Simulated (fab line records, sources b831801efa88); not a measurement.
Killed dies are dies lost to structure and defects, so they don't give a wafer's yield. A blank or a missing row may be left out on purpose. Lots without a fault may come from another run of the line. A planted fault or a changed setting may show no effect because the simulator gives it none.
One fault seen from 2 desks | flow gf180mcu | each desk has only its own numbers; what lay behind them comes last

THE TOOL OWNER'S DESK: implanter-01
The tool's own readings at GF_LVPWELL_IMPLANT_09: means of the sampled wafers that have a number, for each lot that ran on this tool. A lot is out of limits, marked OUT, if its mean lies more than 4 standard deviations from the usual mean; the brackets give that distance.
Columns: A = beam_on_s at GF_LVPWELL_IMPLANT_09, usual 10.03 s; B = dose_ions_cm2 at GF_LVPWELL_IMPLANT_09, usual 5e+12; C = tilt_deg at GF_LVPWELL_IMPLANT_09, usual -0.001 degrees
lot  | first seen here | A     | B     | C
L231 | day 5 00:23     | 10.10 | 5e+12 | 0.004
L233 | day 5 11:20     | 9.98  | 5e+12 | 0.001
L238 | day 6 17:24     | 9.98  | 5e+12 | -0.021
L242 | day 7 16:18     | 9.94  | 5e+12 | 5.652 (+99 or more) OUT
L243 | day 7 22:20     | 9.97  | 5e+12 | 5.642 (+99 or more) OUT
L246 | day 8 13:18     | 10.06 | 5e+12 | 5.613 (+99 or more) OUT
This desk's finding: out of limits on L242, L243, L246; first on L242, day 7 16:18 (tilt_deg at GF_LVPWELL_IMPLANT_09). In limits: L231, L233, L238.

THE METROLOGY DESK
What the gauges read, lot by lot, whatever tool the lot ran on: means of the sampled wafers that have a number. A lot is out of limits, marked OUT, if its mean lies more than 4 standard deviations from the usual mean; the brackets give that distance.
Columns: A = LVPWELL_TW at GF_LVPWELL_TW_MEAS_11, usual 556; B = LVPWELL_RS at GF_VT_IMPLANT_RS_MEAS_48, usual 1197 ohm/sq; C = M3_ALCU_RS at GF_M3_RS_MEAS_05, usual 0.0713 ohm/sq
lot  | first seen here | A   | B               | C
L226 | day 3 21:52     | 550 | 1198            | 0.0723
L231 | day 5 00:38     | 557 | 1195            | 0.0687
L232 | day 5 06:52     | 552 | 1201            | 0.0708
L233 | day 5 11:34     | 547 | 1200            | 0.0734
L234 | day 5 17:39     | 548 | 1196            | 0.0696
L235 | day 5 22:32     | 555 | 1200            | 0.0726
L236 | day 6 07:06     | 559 | 1196            | 0.0710
L238 | day 6 17:39     | 562 | 1194            | 0.0718
L239 | day 6 20:28     | 560 | 1197            | 0.0703
L242 | day 7 16:31     | 562 | 1165 (-9.4) OUT | 0.0723
L243 | day 7 22:35     | 576 | 1172 (-7.3) OUT | 0.0706
L246 | day 8 13:33     | 571 | 1173 (-7.0) OUT | 0.0710
This desk's finding: out of limits on L242, L243, L246; first on L242, day 12 04:38 (LVPWELL_RS at GF_VT_IMPLANT_RS_MEAS_48). In limits: L226, L231, L232, L233, L234, L235, L236, L238, L239.

PUT TOGETHER
The tool owner's desk could have raised an alarm at day 7 16:18, on L242, L243, L246.
The metrology desk could have raised an alarm at day 12 04:38, on L242, L243, L246.
Of the lots named, all ran GF_LVPWELL_IMPLANT_09 on implanter-01.

WHAT THE SIMULATOR HAD PUT IN
Process parameter drift: implanter-01, from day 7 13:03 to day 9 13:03, at GF_LVPWELL_IMPLANT_09. Setting tilt_deg, moved by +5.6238, from 0. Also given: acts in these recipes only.
Lots struck among those shown: L242, L243, L246.
Hours from the fault's start to each desk's first reading out of limits: the tool owner's desk, 3; the metrology desk, 112.
